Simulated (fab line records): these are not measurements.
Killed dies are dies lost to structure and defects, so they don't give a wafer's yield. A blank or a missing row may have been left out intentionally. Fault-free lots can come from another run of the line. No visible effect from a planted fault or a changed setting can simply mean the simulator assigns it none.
What tool caused it? + flow gf180mcu + 13 lots with 39 wafers sampled at 3 steps, on a route of 602 steps

WHAT THE GAUGES READ, wafer by wafer
GF_CONTACT_BOW_MEAS_05.
| lot  | measured     | on            | CONTACT_BOW (um) |
|------|--------------|---------------|------------------|
| L532 | day 15 02:27 | film_metro-04 | 64 63 69         |
| L533 | day 15 13:06 | film_metro-03 | 80 62 65         |
| L536 | day 17 00:14 | film_metro-03 | 72 72 68         |
| L537 | day 17 01:46 | film_metro-04 | 67 60 68         |
| L538 | day 17 15:06 | film_metro-03 | 70 73 67         |
| L545 | day 20 11:26 | film_metro-03 | 65 57 64         |
| L544 | day 20 14:16 | film_metro-03 | 58 62 76         |
| L546 | day 20 21:33 | film_metro-04 | 70 70 53         |
| L549 | day 21 16:55 | film_metro-02 | 65 65 70         |
| L550 | day 21 17:54 | film_metro-02 | 65 63 58         |
| L551 | day 22 03:31 | film_metro-03 | 65 60 62         |
| L553 | day 22 19:18 | film_metro-04 | 74 66 60         |
| L554 | day 23 07:07 | film_metro-03 | 70 66 69         |

GF_CONTACT_RS_MEAS_25: the measuring method here is four-point-probe.
| lot  | measured     | on            | CONTACT_W_RS (ohm/sq) |
|------|--------------|---------------|-----------------------|
| L532 | day 16 01:27 | film_metro-02 | 0.385 0.376 0.377     |
| L533 | day 16 11:52 | film_metro-02 | 0.379 0.384 0.385     |
| L536 | day 17 23:56 | film_metro-03 | 0.386 0.384 0.391     |
| L537 | day 18 02:28 | film_metro-02 | 0.379 0.380 0.374     |
| L538 | day 18 15:29 | film_metro-03 | 0.385 0.373 0.379     |
| L545 | day 21 11:59 | film_metro-02 | 0.386 0.386 0.383     |
| L544 | day 21 15:37 | film_metro-03 | 0.377 0.388 0.389     |
| L546 | day 21 22:29 | film_metro-03 | 0.373 0.377 0.374     |
| L549 | day 22 17:35 | film_metro-02 | 0.385 0.384 0.380     |
| L550 | day 22 17:59 | film_metro-03 | 0.387 0.388 0.388     |
| L551 | day 23 03:25 | film_metro-03 | 0.380 0.390 0.379     |
| L553 | day 23 19:11 | film_metro-02 | 0.377 0.378 0.380     |
| L554 | day 24 06:31 | film_metro-04 | 0.384 0.384 0.389     |

WHAT TOOL EACH LOT RAN ON (gives the tool, then ch and the chambers of the sampled wafers, and finally the start)
| lot  | GF_CONTACT_ETCH_17                            |
|------|-----------------------------------------------|
| L532 | rie_diel-02 ch 1,2,3, day 16 01:27 or earlier |
| L533 | rie_diel-02 ch 0,2, day 16 11:52 or earlier   |
| L536 | rie_diel-03 ch 1,2,3, day 17 23:56 or earlier |
| L537 | rie_diel-03 ch 0,1,3, day 18 02:28 or earlier |
| L538 | rie_diel-02 ch 0,1,3, day 18 15:29 or earlier |
| L545 | rie_diel-02 ch 0,2, day 21 11:59 or earlier   |
| L544 | rie_diel-01 ch 0,1,3, day 21 15:37 or earlier |
| L546 | rie_diel-02 ch 1,3, day 21 22:29 or earlier   |
| L549 | rie_diel-01 ch 0,1,3, day 22 17:35 or earlier |
| L550 | rie_diel-03 ch 0,1, day 22 17:59 or earlier   |
| L551 | rie_diel-03 ch 0,1,2, day 23 03:25 or earlier |
| L553 | rie_diel-01 ch 0,2,3, day 23 19:11 or earlier |
| L554 | rie_diel-02 ch 2,3, day 24 06:31 or earlier   |
- GF_CONTACT_ETCH_17: etches SiO2 in C4F8/O2/Ar, stops on CoSi2, target depth 860 nm.

WHAT THE TOOLS THEMSELVES READ (means of the sampled wafers that have a number; where no wafer has one, the mark that the record gives instead)
GF_CONTACT_ETCH_17.
| lot  | tool        | oes_product_au (a.u.) |
|------|-------------|-----------------------|
| L532 | rie_diel-02 | 0.814                 |
| L533 | rie_diel-02 | 0.817                 |
| L536 | rie_diel-03 | 0.814                 |
| L537 | rie_diel-03 | 0.817                 |
| L538 | rie_diel-02 | 0.813                 |
| L545 | rie_diel-02 | 0.810                 |
| L544 | rie_diel-01 | 0.818                 |
| L546 | rie_diel-02 | 0.819                 |
| L549 | rie_diel-01 | 0.815                 |
| L550 | rie_diel-03 | 0.814                 |
| L551 | rie_diel-03 | 0.810                 |
| L553 | rie_diel-01 | 0.809                 |
| L554 | rie_diel-02 | 0.818                 |

THE ANSWER, worked out from the rows above alone
Rule: usual is defined by the lots themselves. The widest of any qualifying gaps counts: lots, ordered by their means at a reading, are off when they make up no more than a third of the lots, leave a main group of 4 or more, and stand apart from it by 3 or more times the standard deviation of that group's means. Not used: any main group whose means are identical at the precision the tables above print for the reading. Also off: a lot with no number at a reading for which 4 or more lots have one. Where the step has rows for the other lots, those lots are counted as sound. First the gauges in route order, then the tools' own readings, where a lot's mean is used as printed above. The first step at which some lot is off is used, and at that step the reading that is off furthest; a lot without a number counts as furthest.
No lot is off at any reading shown: from this, nothing can be told.

WHAT HAD BEEN PUT IN BY THE SIMULATOR
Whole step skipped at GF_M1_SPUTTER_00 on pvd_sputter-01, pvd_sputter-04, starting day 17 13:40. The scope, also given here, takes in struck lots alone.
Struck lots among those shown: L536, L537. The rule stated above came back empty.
